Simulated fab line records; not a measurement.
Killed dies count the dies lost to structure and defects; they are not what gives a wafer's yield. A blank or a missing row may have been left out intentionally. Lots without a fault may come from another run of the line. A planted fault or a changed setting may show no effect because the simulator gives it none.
A struck lot beside a sound one	flow sky130	15 steps out of a route of 708
Sound: wafers L575.2, L575.4, L575.6. Struck: wafers L563.1, L563.3, L563.5. The cause comes at the end.
Order at every step that has rows: each side's tool, ch and its chambers, its first start. Under that, the readings that differ: sound wafers	struck wafers	difference of the means	sigmas: that difference in standard deviations of wafers without a fault.
alike: same words and numbers on both sides, and readings whose means sit less than 2 such deviations apart. not compared: any withheld reading, any reading some wafer has no value for, any bound like >300 that may hide the same value, and any number with overlapping values for which the record gives no deviation.
The two part at a step that has a row with sigmas, a row that says differs or no value, or rows on one side only. When numbers do not overlap yet have no deviation, they are printed without sigmas and do not part them. A reading that every wafer of one side lacks parts them only if that side has two wafers or more.

first, 1 step without rows for these wafers: SKY_LDD_P_DEVELOP_06 (develop time 60 s).
SKY_LDD_P_CD_MEAS_07 targets a cd of 380 nm.
  sound on cd sem-02 at day 25 16:46; struck on cd sem-01 at day 21 09:43
  alike: cd nm
SKY_LDD_P_OVL_MEAS_08:
  sound on overlay-02 at day 25 16:53; struck on overlay-01 at day 21 09:50
  alike: LDD_P_OVL
after that, 1 step had no rows for these wafers: SKY_LDD_P_IMPLANT_09.
SKY_LDD_P_STRIP_10: strips in O2/N2.
  sound on plasma asher-04 ch 0,1, day 25 17:04; struck on plasma asher-04 ch 0,1, day 21 10:01
  alike: drypump motor current A, oes product au, strip time to endpoint s
  not compared: rf hours counter h
SKY_LDD_P_TW_MEAS_11:
  sound on film metro-02 at day 25 17:10; struck on film metro-02 at day 21 10:07
  alike: LDD_P_TW
then, 6 steps without rows for these wafers: SKY_LDD_HVN_DEHYDRATE_00 (time 60 s); SKY_LDD_HVN_HMDS_01 (prime time 60 s); SKY_LDD_HVN_COAT_02 (resist thk 300 nm); SKY_LDD_HVN_SOFTBAKE_03 (time 60 s); SKY_LDD_HVN_EXPOSE_04 (exposes mask HVNTM, target cd 700 nm); SKY_LDD_HVN_PEB_05.
SKY_LDD_HVN_DEVELOP_06: develop time 60 s.
  sound on litho track-03 ch 0, day 26 21:58; struck on litho track-03 ch 0, day 22 15:59
reading	sound	struck	difference	sigmas
developer temp C (C)	22.99 23.11 22.97	21.83 22.06 22.11	-1.02	-9
SKY_LDD_HVN_OVL_MEAS_07:
  sound on overlay-01 at day 26 22:05; struck on overlay-02 at day 22 16:08
reading	sound	struck	difference	sigmas
LDD_HVN_OVL (nm)	-3.7 -1.7 -0.2	3.0 1.0 1.9	+3.8	+3
-- a jump in the record: the struck wafers' starts before and after are 25 days apart (it breaks off in module LDD_HVN and resumes in module PAD_OPEN, where the first step shown is number 708 of the route) --
SKY_PAD_OPEN_PROBE_99:
  sound on prober-02 at day 50 01:03; struck on prober-01 at day 47 06:17
  alike: killed_at_M0_to_M3, killed_at_M4_up, killed at contacts, killed at front end, killed at other, killed dies, killed open, killed short

== WHERE THEY PART ==
Earliest at SKY_LDD_HVN_DEVELOP_06; latest, in this record, at SKY_LDD_HVN_OVL_MEAS_07. Later steps at which nothing parts them and some readings are alike: SKY_PAD_OPEN_PROBE_99.

WHY: whatever the simulator had introduced
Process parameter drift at SKY_LDD_HVN_DEVELOP_06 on litho track-03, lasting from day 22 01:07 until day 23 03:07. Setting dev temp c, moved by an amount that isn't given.
